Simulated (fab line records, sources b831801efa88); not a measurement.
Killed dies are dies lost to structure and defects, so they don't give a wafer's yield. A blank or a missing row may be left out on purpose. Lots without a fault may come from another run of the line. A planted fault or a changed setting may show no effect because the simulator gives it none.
fab line records | flow sky130
record lots=5 wafers=15 last_day=49
route steps=708 shown PWDE@55 NWELL@56
lots that met no fault: from a run of the same line without faults
start_h: hours from the record's first day to the start of the lot's first wafer shown | wait_h: hours since the lot's step before | " the same as in the row above | L1.1+2: a row that stands for several wafers | - no value, or no start given | * or withheld: withheld | < > ~ a bound
route shown NAME@n: a module of which the file shows steps, and the number in the route of the first | usual: mean/standard deviation of fault-free wafers | same: alike in all rows | chamber/n: place in a boat | sites: the reading at each site | _std_site: their standard deviation | _edge_site: outer sites' mean less inner sites' | radius_mm: how far each site lies from the wafer's centre | mask NAME#n: copy n | behind: the tool/chamber that last shaped the wafer | hold: why the lot was held/for how many hours/how that ended | device: the transistor (n, p or np) that didn't switch | end of line: the same wafers' tests at the end of the route | a step without rows: its recipe alone | killed: dies lost to structure and defects at the first sort, not the wafer's yield | map: a wafer's dies, x killed, . not, _ none there
set.NAME: the setting as run; set.NAME@STEP: as run at that earlier step | model.NAME: the simulator's own value behind a step, which no gauge read
lots at some steps of the route; a table a step, a row a wafer
services: from which hour (start_h, from the record's first day; less than 0 if before it) a tool's chamber was out of use, for how many hours, and why
## steps
# step SKY_PWDE_TW_MEAS_10
# usual PWDE_TW=371/5.2
# columns lot.wafer tool chamber start_h wait_h PWDE_TW
L204.1 film_metro-04 - 81.12 0.1 377
L204.5 " - " " 378
L204.6 " - " " 379
L210.1 film_metro-03 - 105.76 0.1 366
L210.2 " - " " 364
L210.5 " - " " 363
L213.3 film_metro-03 - 124.14 0.1 367
L213.4 " - " " 364
L213.5 " - " " 366
L217.2 film_metro-04 - 150.28 0.1 382
L217.3 " - " " 383
L217.6 " - " " 382
L219.2 film_metro-01 - 159.82 0.1 368
L219.3 " - " " 366
L219.4 " - " " 369
# step SKY_NWELL_DEHYDRATE_03
# recipe temp_c=200 time_s=60
# step SKY_NWELL_HMDS_04
# recipe prime_time_s=60 prime_temp_c=120
# step SKY_NWELL_COAT_05
# recipe spin_rpm=2000 resist_thk_nm=3000
# step SKY_NWELL_SOFTBAKE_06
# recipe temp_c=110 time_s=withheld
# step SKY_NWELL_EXPOSE_07
# recipe mask_id=NWM na=0.6 source_shape=conventional sigma_outer=0.6 polarization=unpolarized target_cd_nm=840 dose_mj=255
# step SKY_NWELL_PEB_08
# recipe temp_c=115 time_s=withheld
# step SKY_NWELL_DEVELOP_09
# recipe wall_angle_deg=90 developer=TMAH develop_time_s=60 dev_temp_c=23
# step SKY_NWELL_OVL_MEAS_10
# usual NWELL_00_OVL=-0.5/1.4
# columns lot.wafer tool chamber start_h wait_h NWELL_00_OVL[nm]
L204.1 overlay-02 - 98.34 - 0.8
L204.5 " - " " 0.6
L204.6 " - " " 0.9
L210.1 overlay-02 - 124.36 - 0.6
L210.2 " - " " -0.5
L210.5 " - " " -0.7
L213.3 overlay-01 - 143.47 - -0.4
L213.4 " - " " -0.1
L213.5 " - " " -2.0
L217.2 overlay-02 - 171.03 - -1.5
L217.3 " - " " -2.0
L217.6 " - " " -0.7
L219.2 overlay-01 - 180.64 - -1.3
L219.3 " - " " -1.3
L219.4 " - " " -0.9
# step SKY_NWELL_IMPLANT_11
# recipe species=P energy_kev=400 dose_cm2=1.9e+13 tilt_deg=withheld
# step SKY_NWELL_IMPLANT_12
# recipe species=P energy_kev=120 dose_cm2=1.3e+12 tilt_deg=withheld
# step SKY_NWELL_IMPLANT_13
# recipe species=P energy_kev=50 dose_cm2=7e+11 tilt_deg=withheld
# step SKY_NWELL_STRIP_14
# recipe chemistry=O2/N2 power_w=1400 pressure_mtorr=1500 platen_temp_c=withheld o2_flow_sccm=3000 n2_flow_sccm=300 overash_fraction=0.5
# usual drypump_motor_current_A=5.9/0.48 n2_flow_sccm=300.0/0.88 oes_product_au=0.722/0.005 strip_time_to_endpoint_s=36.84/0.1
# columns lot.wafer tool chamber start_h wait_h drypump_motor_current_A n2_flow_sccm oes_product_au rf_hours_counter_h strip_time_to_endpoint_s model.coat_of_NWELL_COAT_05.thk_nm
L204.1 plasma_asher-02 1 98.82 0.1 5.9 299.6 0.723 39 36.84 0
L204.5 " 0 " " 5.5 300.0 0.717 - 36.84 0
L204.6 " 1 " " 5.9 300.0 0.730 - 36.99 0
L210.1 plasma_asher-04 0 124.84 0.1 6.5 301.5 0.724 42 36.93 0
L210.2 " 1 " " 6.3 301.6 0.731 42 37.05 0
L210.5 " 0 " " 6.5 298.6 0.732 - 36.96 0
L213.3 plasma_asher-01 1 143.98 0.1 5.6 299.8 0.728 - 36.89 0
L213.4 " 0 " " 5.1 300.9 0.718 - 36.78 0
L213.5 " 1 " " 5.6 300.0 0.723 - 36.78 0
L217.2 plasma_asher-02 0 171.51 0.1 5.5 300.3 0.723 45 36.88 0
L217.3 " 0 " " 5.5 301.5 0.718 - 36.85 0
L217.6 " 1 " " 5.9 298.9 0.722 - 36.91 0
L219.2 plasma_asher-02 0 181.12 0.1 5.5 300.2 0.881 46 - 2378
L219.3 " 0 " " 5.5 299.5 0.888 - - 2378
L219.4 " 1 " " 5.9 301.2 0.857 - - 2383
# step SKY_NWELL_TW_MEAS_15
# usual NWELL_TW=1802/25
# columns lot.wafer tool chamber start_h wait_h NWELL_TW
L204.1 film_metro-01 - 98.92 0.1 1810
L204.5 " - " " 1802
L204.6 " - " " 1797
L210.1 film_metro-04 - 124.94 0.1 1840
L210.2 " - " " 1844
L210.5 " - " " 1842
L213.3 film_metro-04 - 144.06 0.1 1853
L213.4 " - " " 1849
L213.5 " - " " 1844
L217.2 film_metro-03 - 171.62 0.1 1792
L217.3 " - " " 1793
L217.6 " - " " 1781
L219.2 film_metro-04 - 181.23 0.1 1839
L219.3 " - " " 1850
L219.4 " - " " 1843
# step SKY_NWELL_DEHYDRATE_16
# recipe temp_c=200 time_s=60
# step SKY_NWELL_HMDS_17
# recipe prime_time_s=60 prime_temp_c=120
# step SKY_NWELL_COAT_18
# recipe spin_rpm=2000 resist_thk_nm=3000
# step SKY_NWELL_SOFTBAKE_19
# recipe temp_c=110 time_s=withheld
# step SKY_NWELL_EXPOSE_20
# recipe mask_id=NWM_COMPLEMENT na=0.6 source_shape=conventional sigma_outer=0.6 polarization=unpolarized target_cd_nm=840 dose_mj=260
# step SKY_NWELL_PEB_21
# recipe temp_c=115 time_s=withheld
# step SKY_NWELL_DEVELOP_22
# recipe wall_angle_deg=90 developer=TMAH develop_time_s=60 dev_temp_c=23
# step SKY_NWELL_OVL_MEAS_23
# usual NWELL_01_OVL=-0.2/1.6
# columns lot.wafer tool chamber start_h wait_h NWELL_01_OVL[nm]
L204.1 overlay-01 - 116.92 - 1.4
L204.5 " - " " 1.0
L204.6 " - " " 2.6
L210.1 overlay-02 - 144.51 - -0.7
L210.2 " - " " -1.4
L210.5 " - " " -1.6
L213.3 overlay-01 - 164.75 - -1.2
L213.4 " - " " -0.2
L213.5 " - " " 0.2
L217.2 overlay-01 - 193.26 - 1.7
L217.3 " - " " 0.5
L217.6 " - " " 2.8
L219.2 overlay-02 - 204.09 - 1.4
L219.3 " - " " 1.2
L219.4 " - " " 1.9
# step SKY_NWELL_IMPLANT_24
# recipe species=B energy_kev=140 dose_cm2=9.2e+12 tilt_deg=withheld
# step SKY_NWELL_STRIP_25
# recipe chemistry=O2/N2 power_w=1400 pressure_mtorr=1500 platen_temp_c=withheld o2_flow_sccm=3000 n2_flow_sccm=300 overash_fraction=0.5
# usual drypump_motor_current_A=5.9/0.48 n2_flow_sccm=299.9/0.91 oes_product_au=0.723/0.0045 strip_time_to_endpoint_s=36.90/0.094
# columns lot.wafer tool chamber start_h wait_h drypump_motor_current_A n2_flow_sccm oes_product_au rf_hours_counter_h strip_time_to_endpoint_s
L204.1 plasma_asher-04 1 117.11 0.1 6.3 301.0 0.725 42 36.89
L204.5 " 1 " " 6.3 300.4 0.723 - 37.02
L204.6 " 0 " " 6.5 299.0 0.724 - 36.98
L210.1 plasma_asher-02 0 144.69 0.1 5.5 298.7 0.723 43 36.86
L210.2 " 1 " " 5.9 299.7 0.728 43 36.96
L210.5 " 0 " " 5.5 298.1 0.718 - 36.85
L213.3 plasma_asher-02 0 164.96 0.1 5.5 299.7 0.725 - 36.81
L213.4 " 1 " " 5.9 300.5 0.723 - 36.79
L213.5 " 1 " " 5.9 299.0 0.718 - 36.74
L217.2 plasma_asher-02 0 193.44 0.1 5.5 298.5 0.724 47 36.85
L217.3 " 0 " " 5.5 299.7 0.720 - 36.78
L217.6 " 0 " " 5.5 299.5 0.722 - 36.93
L219.2 plasma_asher-04 0 204.38 0.1 6.5 300.0 0.730 50 72.10
L219.3 " 1 " " 6.3 298.9 0.731 - 72.11
L219.4 " 0 " " 6.5 299.8 0.733 - 72.26
# step SKY_NWELL_TW_MEAS_26
# usual NWELL_2_TW=495/7
# columns lot.wafer tool chamber start_h wait_h NWELL_2_TW
L204.1 film_metro-04 - 117.21 0.1 500
L204.5 " - " " 502
L204.6 " - " " 504
L210.1 film_metro-01 - 144.79 0.1 490
L210.2 " - " " 490
L210.5 " - " " 492
L213.3 film_metro-04 - 165.04 0.1 504
L213.4 " - " " 505
L213.5 " - " " 506
L217.2 film_metro-01 - 193.55 0.1 491
L217.3 " - " " 491
L217.6 " - " " 489
L219.2 film_metro-03 - 204.49 0.1 29
L219.3 " - " " 30
L219.4 " - " " 29
# step SKY_NWELL_CLEAN_27
# recipe chemistry=SC1/SC2 mix=1:4:20 temp_c=70 time_s=150 dry=n2_spin
## services
# columns tool chamber start_h hours kind
plasma_asher-01 - 108.75 9.0 pm
plasma_asher-01 0 108.75 9.0 vent_cycle
plasma_asher-01 1 108.75 9.0 vent_cycle
plasma_asher-01 0 117.75 - clean
plasma_asher-01 1 117.75 - clean
plasma_asher-01 - 182.78 4.0 pm
plasma_asher-01 - 203.59 14.6 pm
## key
first_sign step=SKY_NWELL_STRIP_14 reading=oes_product_au direction=up sigmas=31 usual=0.722 struck=0.875
effect step=SKY_NWELL_STRIP_25 reading=strip_time_to_endpoint_s direction=up sigmas=99+ usual=* struck=*
effect step=SKY_NWELL_TW_MEAS_26 reading=NWELL_2_TW direction=down sigmas=67 usual=495 struck=29
model_effect step=SKY_NWELL_STRIP_14 value=coat_of_NWELL_COAT_05.thk_nm without=0 struck=2380
met_at SKY_NWELL_STRIP_14
struck_wafers L219.2,L219.3,L219.4
sort_left_out L219.2,L219.3,L219.4
tester_left_out L219
onset_between 171.51 181.12
fault kind=strip_aborted tool=plasma_asher-02 chamber=- onset_h=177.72 steps=SKY_NWELL_STRIP_14 offset=0.98044 end_h=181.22
# tester_left_out: of these lots the tester's yield and bins aren't shown, on N5 and GAA mostly nor the transistor test; their killed dies are dies lost to structure and defects alone, not to doping, threshold or leakage, so they don't give the yield
# sort_left_out: the simulated sort isn't trusted on such a fault, so these wafers' sort isn't shown, and their yield isn't known
